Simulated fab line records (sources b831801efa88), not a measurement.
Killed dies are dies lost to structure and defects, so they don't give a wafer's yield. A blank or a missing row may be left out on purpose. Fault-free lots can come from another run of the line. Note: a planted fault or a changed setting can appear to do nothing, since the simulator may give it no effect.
What tool caused it?	flow gf180mcu	36 wafers from 12 lots sampled at 5 of the route's 602 steps

== WHAT THE GAUGES READ, wafer by wafer ==
GF_M5_CD_MEAS_07 targets a cd of 280 nm.
lot	measured	on	cd nm (nm)
L684	day 26 04:11	cd sem-01	279.7 279.7 279.9
L685	day 26 21:32	cd sem-01	278.9 278.9 280.6
L687	day 27 10:52	cd sem-02	280.4 280.9 279.9
L688	day 27 14:51	cd sem-01	279.1 279.7 279.7
L689	day 27 20:56	cd sem-02	280.0 281.0 279.3
L692	day 28 19:20	cd sem-02	280.1 279.5 279.6
L693	day 29 01:32	cd sem-02	281.3 281.5 280.5
L695	day 29 16:57	cd sem-01	278.8 278.7 278.6
L696	day 30 06:13	cd sem-02	280.3 281.0 280.6
L703	day 32 01:10	cd sem-02	290.2 289.8 289.7
L707	day 32 19:15	cd sem-02	280.0 280.7 280.1
L706	day 32 21:17	cd sem-02	286.4 286.3 287.3

== WHAT TOOL EACH LOT RAN ON (gives the tool, then ch and the chambers of the sampled wafers, and finally the start) ==
lot	GF_V4_SPUTTER_21	GF_V4_SPUTTER_22	GF_MIM_SPUTTER_02	GF_M5_EXPOSE_04
L684	pvd sputter-01, day 24 08:37	pvd sputter-01, day 24 08:41	pvd sputter-03, day 24 09:28	krf scanner-02 ch 0, day 25 18:00
L685	pvd sputter-03, day 25 03:09	pvd sputter-03, day 25 03:13	pvd sputter-04, day 25 03:58	krf scanner-01 ch 0, day 26 11:45
L687	pvd sputter-03, day 25 16:11	pvd sputter-03, day 25 16:15	pvd sputter-01, day 25 17:01	krf scanner-02 ch 0, day 27 00:35
L688	pvd sputter-02, day 25 20:13	pvd sputter-02, day 25 20:16	pvd sputter-03, day 25 21:02	krf scanner-01 ch 0, day 27 05:14
L689	pvd sputter-02, day 26 02:07	pvd sputter-02, day 26 02:11	pvd sputter-03, day 26 02:58	krf scanner-02 ch 0, day 27 11:06
L692	pvd sputter-03, day 27 03:50	pvd sputter-03, day 27 03:53	pvd sputter-03, day 27 04:39	krf scanner-02 ch 0, day 28 10:12
L693	pvd sputter-02, day 27 11:49	pvd sputter-02, day 27 11:53	pvd sputter-01, day 27 12:38	krf scanner-01 ch 0, day 28 18:31
L695	pvd sputter-03, day 28 03:19	pvd sputter-03, day 28 03:23	pvd sputter-03, day 28 04:21	krf scanner-01 ch 0, day 29 07:10
L696	pvd sputter-01, day 28 11:23	pvd sputter-01, day 28 11:26	pvd sputter-03, day 28 18:14	krf scanner-01 ch 0, day 29 21:00
L703	pvd sputter-02, day 30 11:35	pvd sputter-02, day 30 11:38	pvd sputter-04, day 30 12:49	krf scanner-01 ch 0, day 31 16:07
L707	pvd sputter-01, day 31 08:35	pvd sputter-01, day 31 08:38	pvd sputter-03, day 31 09:24	krf scanner-02 ch 0, day 32 10:49
L706	pvd sputter-01, day 31 09:48	pvd sputter-01, day 31 09:52	pvd sputter-04, day 31 10:38	krf scanner-01 ch 0, day 32 12:24
- GF_V4_SPUTTER_21: material Ti, target thk 15 nm, time 80.02 s.
- GF_V4_SPUTTER_22: material TiN, target thk 10 nm, time 40 s.
- GF_MIM_SPUTTER_02: material AlCu, target thk 450 nm, time 23.9 s.
- GF_M5_EXPOSE_04: exposes mask Metal5, target cd 280 nm.

== WHAT THE TOOLS THEMSELVES READ (means of the sampled wafers that have a number; where no wafer has one, the mark that the record gives instead) ==
GF_V4_SPUTTER_21.
lot	tool	throttle valve pct (%)
L684	pvd sputter-01	30.3
L685	pvd sputter-03	30.9
L687	pvd sputter-03	30.3
L688	pvd sputter-02	29.7
L689	pvd sputter-02	29.3
L692	pvd sputter-03	30.8
L693	pvd sputter-02	29.9
L695	pvd sputter-03	29.1
L696	pvd sputter-01	30.1
L703	pvd sputter-02	29.2
L707	pvd sputter-01	29.7
L706	pvd sputter-01	30.3

GF_V4_SPUTTER_22.
lot	tool	throttle valve pct (%)
L684	pvd sputter-01	30.3
L685	pvd sputter-03	30.8
L687	pvd sputter-03	30.5
L688	pvd sputter-02	29.8
L689	pvd sputter-02	29.5
L692	pvd sputter-03	30.7
L693	pvd sputter-02	29.9
L695	pvd sputter-03	29.1
L696	pvd sputter-01	30.2
L703	pvd sputter-02	29.3
L707	pvd sputter-01	29.9
L706	pvd sputter-01	30.4

GF_MIM_SPUTTER_02.
lot	tool	throttle valve pct (%)
L684	pvd sputter-03	29.2
L685	pvd sputter-04	30.8
L687	pvd sputter-01	29.8
L688	pvd sputter-03	29.8
L689	pvd sputter-03	30.4
L692	pvd sputter-03	29.4
L693	pvd sputter-01	30.7
L695	pvd sputter-03	29.8
L696	pvd sputter-03	30.6
L703	pvd sputter-04	30.0
L707	pvd sputter-03	29.4
L706	pvd sputter-04	30.7

GF_M5_EXPOSE_04.
lot	tool	exposure dose mJ cm2
L684	krf scanner-02	27.994
L685	krf scanner-01	27.988
L687	krf scanner-02	27.970
L688	krf scanner-01	27.974
L689	krf scanner-02	28.011
L692	krf scanner-02	27.972
L693	krf scanner-01	27.988
L695	krf scanner-01	28.026
L696	krf scanner-01	27.959
L703	krf scanner-01	26.401
L707	krf scanner-02	27.980
L706	krf scanner-01	26.724

== THE ANSWER, worked out from the rows above alone ==
Rule: usual is defined by the lots themselves. Put in order of their means at a reading, lots are off if they are a third of the lots or fewer, leave a main group of 4 or more, and stand apart from it by a gap of 3 or more times the standard deviation of the main group's means; of several such gaps the widest counts. Not used: any main group whose means are identical at the precision the tables above print for the reading. A lot without any number at a reading at which 4 lots or more have one is off too. Where the step has rows for the other lots, those lots are counted as sound. Order of review: gauges by route order, followed by the tools' own readings, for which a lot's mean as printed above is used. At the first step where some lot is off, the reading lying furthest off is the one used; lots without a number count as furthest.
Off at GF_M5_CD_MEAS_07 (cd nm): L703, L706. The main group: mean 280.0 nm, standard deviation 0.65.
A tool fits if, at a process step before that reading, it ran every lot that is off, and no sound lot after the first of them. Not tried: the gauges at GF_M5_CD_MEAS_07; whatever is off there is also off at GF_M5_EXPOSE_04, on other tools, and gauge error can't account for it. Can't be told from this: 2 tools fit, pvd sputter-04 at GF_MIM_SPUTTER_02, krf scanner-01 at GF_M5_EXPOSE_04.

== WHAT THE SIMULATOR HAD PUT IN ==
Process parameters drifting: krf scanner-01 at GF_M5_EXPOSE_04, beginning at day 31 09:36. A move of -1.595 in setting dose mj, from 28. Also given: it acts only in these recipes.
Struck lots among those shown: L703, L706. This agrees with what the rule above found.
